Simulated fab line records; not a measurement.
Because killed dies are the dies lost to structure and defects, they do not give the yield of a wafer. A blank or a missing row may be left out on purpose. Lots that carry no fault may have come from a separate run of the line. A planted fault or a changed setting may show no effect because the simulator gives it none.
Matching of chambers	flow gf180mcu	GF_V2_CMP_26 on cmp-01 has 4 sister chambers
The step polishes, stops on SiO2, t overpolish 15 s, target thk 0 nm. 4 wafers are shown with their chamber, then 11 later ones without.

## WAFERS PAIRED WITH THEIR CHAMBERS
wafer	chamber	motor current A (A)
L084.1	0	9.8
L087.3	2	11.9
L087.4	3	9.8
L090.1	1	9.2

## WAFERS MISSING THEIR CHAMBER
wafer	motor current A (A)
L090.3	12.3
L090.4	10.1
L094.1	12.5
L094.3	9.6
L094.4	10.1
L095.1	9.9
L095.3	12.1
L095.5	11.9
L097.3	10.3
L097.5	10.1
L097.6	9.7

## WHICH CHAMBER EACH ONE RAN IN
wafer	from the rows above	in truth
L090.3	2	2
L090.4	can't be placed: 0 or 3 or 1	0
L094.1	2	2
L094.3	can't be placed: 0 or 3 or 1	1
L094.4	can't be placed: 0 or 3 or 1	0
L095.1	can't be placed: 0 or 3 or 1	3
L095.3	2	2
L095.5	2	2
L097.3	can't be placed: 0 or 3 or 1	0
L097.5	can't be placed: 0 or 3 or 1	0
L097.6	can't be placed: 0 or 3 or 1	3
4 of 11 placed correctly. From these rows, 7 cannot be placed; in 7 the true chamber is one of the candidates. Placed wrongly: 0.
How it was worked out, from the rows above alone: a wafer's distance from a chamber is the root of the sum, over the readings, of the square of ((its reading less the chamber's mean) divided by the reading's scatter). The wafer belongs to the nearest chamber; if the next one is less than 2 further off, it can't be placed. The mean given for a chamber averages the wafers shown for that chamber. The scatter: root of mean squared gap, hidden wafer to nearest shown wafer, with one shown wafer a chamber.
